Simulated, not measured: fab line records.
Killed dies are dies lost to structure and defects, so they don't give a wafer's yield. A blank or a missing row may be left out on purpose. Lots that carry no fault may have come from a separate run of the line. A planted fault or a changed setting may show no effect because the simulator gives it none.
Split-lot experiment | flow sky130 | 23 wafers read across 5 lots, on a route 708 steps long

THE SPLIT ITSELF
At SKY_PASSIVATION_COAT_06 (resist thk 3000 nm), the setting spin rpm was moved away from the recipe's 2000 rpm on 8 of the 23 wafers read, by -5.8% to +3.6%. For the rest of the wafers, this setting stayed at what the recipe calls for.

FROM THE SPLIT TO THE READING: what the file shows between them, 4 steps
- SKY_PASSIVATION_SOFTBAKE_07
- SKY_PASSIVATION_EXPOSE_08: exposes mask NSM, target cd 3000 nm
- SKY_PASSIVATION_PEB_09
- SKY_PASSIVATION_DEVELOP_10: develop time 61.78 s

THE READING
coat_of_PASSIVATION_COAT_06.thk nm (the simulator's own value, which no gauge read), in nm, at SKY_PASSIVATION_ETCH_11 (etches the open film in CF4/O2, stops on AlCu, target depth 725 nm, time 161.1 s). The file gives no usual value for it. Across the 15 wafers here that went through the recipe, the average is 2509 nm and the standard deviation 12 nm.

wafer  | tool, chamber at the split | spin rpm as run, rpm | against the recipe | coat_of_PASSIVATION_COAT_06.thk nm, nm | against lot-mates on the recipe
L074.1 | litho track-01, 0          | 2000                 | recipe             | 2534                                   | -
L074.2 | litho track-01, 0          | 1915                 | -4.2%              | 2587                                   | +68
L074.3 | litho track-01, 0          | 1915                 | -4.2%              | 2549                                   | +30
L074.5 | litho track-01, 0          | 1915                 | -4.2%              | 2586                                   | +67
L074.6 | litho track-01, 0          | 2000                 | recipe             | 2504                                   | -
L077.1 | litho track-01, 0          | 1884                 | -5.8%              | 2617                                   | +114
L077.2 | litho track-01, 0          | 1884                 | -5.8%              | 2600                                   | +97
L077.3 | litho track-01, 0          | 2000                 | recipe             | 2503                                   | -
L077.4 | litho track-01, 0          | 2000                 | recipe             | 2510                                   | -
L077.5 | litho track-01, 0          | 2000                 | recipe             | 2497                                   | -
L079.2 | litho track-02, 0          | 2071                 | +3.6%              | 2481                                   | -29
L079.6 | litho track-02, 0          | 2071                 | +3.6%              | 2481                                   | -29
L079.3 | litho track-02, 0          | 2071                 | +3.6%              | 2464                                   | -46
L079.4 | litho track-02, 0          | 2000                 | recipe             | 2511                                   | -
L079.5 | litho track-02, 0          | 2000                 | recipe             | 2509                                   | -
L080.1 | litho track-01, 0          | 2000                 | recipe             | 2508                                   | -
L080.2 | litho track-01, 0          | 2000                 | recipe             | 2489                                   | -
L080.5 | litho track-01, 0          | 2000                 | recipe             | 2489                                   | -
L080.3 | litho track-01, 0          | 2000                 | recipe             | 2515                                   | -
L080.4 | litho track-01, 0          | 2000                 | recipe             | 2520                                   | -
L082.4 | litho track-03, 0          | 2000                 | recipe             | 2514                                   | -
L082.5 | litho track-03, 0          | 2000                 | recipe             | 2531                                   | -
L082.6 | litho track-03, 0          | 2000                 | recipe             | 2508                                   | -

FIT RESULTS
A straight line over all 23 wafers: coat_of_PASSIVATION_COAT_06.thk nm changes by -14.3 nm for each +1% of spin rpm; r = -0.93; the points scatter about the line by 15 nm.
The same after taking each lot's own level away (the mean of its wafers on the recipe; 23 wafers): -14.1 nm for each +1%; r = -0.93; scatter 15 nm.
According to that fit, moving spin rpm by its largest amount changes the reading by 82 nm.
Across the lots, their own levels run from 2503.3 to 2519.0 nm, a range of 1.3 times the standard deviation given above.
So the lot-to-lot level changes the slope little: the two slopes agree.
Check: +76.9 nm against its lot-mates is what the line predicts for one of the wafers moved furthest among these (-5.8%) when that wafer is left out of the fit. It came out at +114 nm against them.

THESE WAFERS: OTHER SPLITS
These wafers also went through other splits before the reading. Each is held against what the fit with the lots' levels taken away leaves over:
other split on the same wafers | wafers away from the commonest value | r with coat_of_PASSIVATION_COAT_06.thk nm (lot level and that fit taken away)
SKY_VIA4_CVD_18 temp c         | 5                                    | -0.15
SKY_METAL5_SPUTTER_02 power w  | 10                                   | +0.19
SKY_METAL5_EXPOSE_11 dose mj   | 2                                    | -0.15

THE WHOLE CHAIN: every reading that the file lists as answering this split, in the file's order
step                     | what it does                                                                     | reading                                                                             | change (the file's fit)              | r (the file's)
SKY_PASSIVATION_COAT_06  | resist thk 3000 nm                                                               | coat_of_PASSIVATION_COAT_06.thk nm (the simulator's own value, which no gauge read) | -15.5 nm for each +1% of the setting | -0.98
SKY_PASSIVATION_ETCH_11  | etches the open film in CF4/O2, stops on AlCu, target depth 725 nm, time 161.1 s | coat_of_PASSIVATION_COAT_06.thk nm (the simulator's own value, which no gauge read) | -15 nm for each +1% of the setting   | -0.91
SKY_PASSIVATION_STRIP_12 | strips in O2/N2                                                                  | strip time to endpoint s                                                            | withheld for each +1% of the setting | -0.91

THE FILE'S OWN FIT
coat_of_PASSIVATION_COAT_06.thk nm changes by -15 nm for each +1% of spin rpm, r = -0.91.
